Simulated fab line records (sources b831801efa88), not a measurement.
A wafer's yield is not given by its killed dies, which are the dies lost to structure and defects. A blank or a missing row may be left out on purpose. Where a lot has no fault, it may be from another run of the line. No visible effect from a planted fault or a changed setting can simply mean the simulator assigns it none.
A struck lot beside a sound one	flow sky130	22 steps out of a route of 708
Sound: wafers L297.2, L297.3, L297.5. Struck: wafer L287.2 (left out: L287.1, L287.6 of the same lot, which were not struck); the cause appears at the end.
At each step with rows: each side's tool, then ch and its chambers, then its first start. Under that, the readings that differ: sound wafers	struck wafers	difference of the means	sigmas: that difference in standard deviations of wafers without a fault.
alike: same words and numbers on both sides, and readings whose means sit less than 2 such deviations apart. not compared: any withheld reading, any reading some wafer has no value for, any bound like >300 that may hide the same value, and any number with overlapping values for which the record gives no deviation.
A row with sigmas, a row that says differs or no value, or rows on one side alone: a step with any of these is where the two part. Non-overlapping numbers with no deviation appear without sigmas and do not part them. A reading missing from all wafers of one side parts the sides only when that side holds two or more wafers.

first, 1 step without rows for these wafers: SKY_CAP2M_DEVELOP_11 (develop time 60 s).
SKY_CAP2M_OVL_MEAS_12:
  sound on overlay-01, day 46 18:05; struck on overlay-01, day 43 11:46
reading	sound	struck	difference	sigmas
CAP2M_OVL (nm)	-1.3 0.6 -0.5	-3.0	-2.6	-2
SKY_CAP2M_METAL_ETCH_13: etches TiN in Cl2/BCl3, stops on SiO2, target depth 220 nm, time 62.9 s.
  sound on rie-metal-03 ch 0,1, day 46 18:07; struck on rie-metal-04 ch 0, day 43 11:49
  alike: drypump-motor-current-A, oes-product-au, throttle-valve-pct
  not compared: rf-hours-counter-h
SKY_CAP2M_STRIP_14: strips in O2/N2.
  sound on plasma-asher-04 ch 0,1, day 46 18:11; struck on plasma-asher-04 ch 0, day 43 11:53
  alike: drypump-motor-current-A, oes-product-au, strip-time-to-endpoint-s
  not compared: rf-hours-counter-h
then, 8 steps without rows for these wafers: SKY_CAP2M_STRIP_15 (strips in post etch residue remover, time 1200 s); SKY_CAP2M_CLEAN_16 (cleans in IPA, time 180 s); SKY_CAP2M_CLEAN_17 (cleans in O3/DIW); SKY_METAL4_DEHYDRATE_05 (time 60 s); SKY_METAL4_HMDS_06 (prime time 60 s); SKY_METAL4_COAT_07 (resist thk 60 nm); SKY_METAL4_COAT_08 (resist thk 1140 nm); SKY_METAL4_SOFTBAKE_09 (time 90 s).
SKY_METAL4_EXPOSE_10: exposes mask MM4, target cd 300 nm.
  sound on krf-scanner-02 ch 0, day 47 06:09; struck on krf-scanner-02 ch 0, day 43 23:38
  alike: mask
then, 2 steps without rows for these wafers: SKY_METAL4_PEB_11; SKY_METAL4_DEVELOP_12 (develop time 60 s).
SKY_METAL4_CD_MEAS_13: target cd 300 nm.
  sound on cd-sem-01, day 47 15:34; struck on cd-sem-01, day 44 10:48
reading	sound	struck	difference	sigmas
cd-nm (nm)	300.4 302.6 300.5	194.0	-107.2	-89
SKY_METAL4_OVL_MEAS_14:
  sound on overlay-02, day 47 15:41; struck on overlay-02, day 44 10:55
  alike: METAL4_OVL
SKY_METAL4_DESCUM_15: chemistry O2, time 8 s.
  sound on rie-metal-02 ch 1, day 47 15:43; struck on rie-metal-04 ch 1, day 44 10:58
reading	sound	struck	difference	sigmas
model.METAL4.cd-nm (nm)	300.9 302.8 300.9	194.3	-107.2	
  alike: drypump-motor-current-A, oes-product-au
  not compared: rf-hours-counter-h
SKY_METAL4_ETCH_16: etches BARC in N2/H2, stops on SiO2, time 88.2 s, target depth 60 nm.
  sound on rie-metal-02 ch 1, day 47 15:44; struck on rie-metal-04 ch 1, day 44 10:59
reading	sound	struck	difference	sigmas
throttle-valve-pct (%)	13.212 13.198 13.216	13.187	-0.022	-2
  alike: drypump-motor-current-A, oes-product-au
  not compared: rf-hours-counter-h
SKY_METAL4_ETCH_17: etches SiO2 in C4F8/O2/Ar, stops on TiN, time 3.9 s, target depth 15 nm.
  sound on rie-diel-01 ch 1,3, day 47 15:50; struck on rie-diel-04 ch 2, day 44 11:05
  alike: oes-product-au
  not compared: rf-hours-counter-h
SKY_METAL4_METAL_ETCH_18: etches the open film in Cl2/BCl3, stops on SiO2, target depth 845 nm, time 183.1 s.
  sound on rie-metal-04 ch 1, day 47 15:55; struck on rie-metal-03 ch 1, day 44 11:07
reading	sound	struck	difference	sigmas
rf-hours-counter-h (h)	- - -	12	no value on the sound wafers	
model.METAL4.cd-nm (nm)	306.7 308 308.1	194.8	-112.8	
  alike: drypump-motor-current-A, oes-product-au, throttle-valve-pct
SKY_METAL4_STRIP_19: strips in O2/N2.
  sound on plasma-asher-02 ch 0,1, day 47 16:13; struck on plasma-asher-02 ch 1, day 44 11:17
reading	sound	struck	difference	sigmas
oes-product-au (a.u.)	0.504 0.507 0.507	0.490	-0.016	-3
strip-time-to-endpoint-s (s)	6.62 6.68 6.61	6.46	-0.18	-2
  alike: drypump-motor-current-A
  not compared: rf-hours-counter-h

WHERE THEY PART
First at SKY_CAP2M_OVL_MEAS_12; last, within this record, at SKY_METAL4_STRIP_19.

WHY: what had been put in by the simulator
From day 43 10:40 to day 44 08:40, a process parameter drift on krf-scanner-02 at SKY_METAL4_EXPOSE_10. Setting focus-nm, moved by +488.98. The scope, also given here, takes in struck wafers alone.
